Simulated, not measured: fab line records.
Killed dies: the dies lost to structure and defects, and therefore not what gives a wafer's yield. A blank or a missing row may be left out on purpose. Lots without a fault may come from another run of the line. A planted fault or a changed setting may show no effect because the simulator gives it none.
Which tool was responsible? :: flow gf180mcu :: 6 lots, 18 wafers sampled, at 2 steps of a route of 602

## WHAT EACH GAUGE READ, for each wafer
GF_V1_CD_MEAS_14: target cd 260 nm.
lot: L430
measured: day 18 08:38
on: cdSem-02
cdNm (nm): 259.6 260.7 260.7

lot: L433
measured: day 19 12:41
on: cdSem-01
cdNm (nm): 265.2 272.4 266.8

lot: L443
measured: day 23 15:16
on: cdSem-02
cdNm (nm): 258.9 258.8 259.9

lot: L446
measured: day 24 16:08
on: cdSem-01
cdNm (nm): 258.7 259.4 258.9

lot: L447
measured: day 24 21:35
on: cdSem-01
cdNm (nm): 259.2 259.5 258.1

lot: L449
measured: day 25 08:08
on: cdSem-02
cdNm (nm): 260.1 259.4 259.3

## EACH LOT AND THE TOOL THAT RAN IT (in order: tool; ch and the chambers of the sampled wafers; start)
lot: L430
GF_V1_EXPOSE_11: krfScanner-01 ch 0, day 17 20:47

lot: L433
GF_V1_EXPOSE_11: krfScanner-01 ch 0, day 19 00:46

lot: L443
GF_V1_EXPOSE_11: krfScanner-01 ch 0, day 23 04:16

lot: L446
GF_V1_EXPOSE_11: krfScanner-01 ch 0, day 24 05:04

lot: L447
GF_V1_EXPOSE_11: krfScanner-01 ch 0, day 24 11:30

lot: L449
GF_V1_EXPOSE_11: krfScanner-01 ch 0, day 24 21:36
- GF_V1_EXPOSE_11: exposes mask Via1, target cd 260 nm.

## THE ANSWER, worked out from the rows above alone
Rule: what is usual is taken from the lots themselves. Put in order of their means at a reading, lots are off if they are a third of the lots or fewer, leave a main group of 4 or more, and stand apart from it by a gap of 3 or more times the standard deviation of the main group's means; of several such gaps the widest counts. The tables above print the reading to a certain number of digits; a main group whose means all agree to those digits is not used. Also off: a lot with no number at a reading for which 4 or more lots have one. All remaining lots with rows at the step are treated as sound.
Off, at GF_V1_CD_MEAS_14 on cdNm: L433. Mean 259.4 nm and standard deviation 0.52 in the main group.
If a tool, at a process step before that reading, ran all the lots that are off and no sound lot after the first of them, it fits. The gauges at GF_V1_CD_MEAS_14 are tried like those tools. Not one of the candidates tried fits.

## WHAT THE SIMULATOR HAD INSERTED
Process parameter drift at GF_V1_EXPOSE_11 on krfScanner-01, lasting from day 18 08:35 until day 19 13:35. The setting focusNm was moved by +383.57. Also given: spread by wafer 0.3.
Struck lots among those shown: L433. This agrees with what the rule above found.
